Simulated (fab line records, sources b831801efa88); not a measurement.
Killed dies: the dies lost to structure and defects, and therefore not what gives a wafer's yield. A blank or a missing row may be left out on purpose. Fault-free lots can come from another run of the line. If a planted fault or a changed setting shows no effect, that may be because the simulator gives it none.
What tool caused it?	flow gf180mcu	7 lots, 21 wafers sampled, at 1 step of a route of 602

WHAT EACH GAUGE READ, for each wafer
GF_CONTACT_BOW_MEAS_05.
lot	measured	on	CONTACT_BOW (um)
L202	day 15 10:10	filmMetro-01	67 61 72
L205	day 16 16:40	filmMetro-02	64 68 78
L207	day 17 11:07	filmMetro-01	59 68 68
L209	day 18 04:40	filmMetro-04	69 76 67
L216	day 20 23:29	filmMetro-04	71 79 70
L220	day 22 08:20	filmMetro-01	55 57 52
L224	day 23 05:22	filmMetro-02	61 58 66

TOOL THAT RAN EACH LOT (tool first, then ch and the chambers of the sampled wafers, then the start)
No process step before these readings appears in the record.

THE ANSWER, worked out from the rows above alone
Rule: usual is defined by the lots themselves. Put in order of their means at a reading, lots are off if they are a third of the lots or fewer, leave a main group of 4 or more, and stand apart from it by a gap of 3 or more times the standard deviation of the main group's means; of several such gaps the widest counts. The tables above print the reading to a certain number of digits; a main group whose means all agree to those digits is not used. A lot without any number at a reading at which 4 lots or more have one is off too. Any other lot the step has rows for is counted as sound.
No lot is off on any of the readings shown, so nothing can be concluded from this.

WHAT WAS PUT IN BY THE SIMULATOR
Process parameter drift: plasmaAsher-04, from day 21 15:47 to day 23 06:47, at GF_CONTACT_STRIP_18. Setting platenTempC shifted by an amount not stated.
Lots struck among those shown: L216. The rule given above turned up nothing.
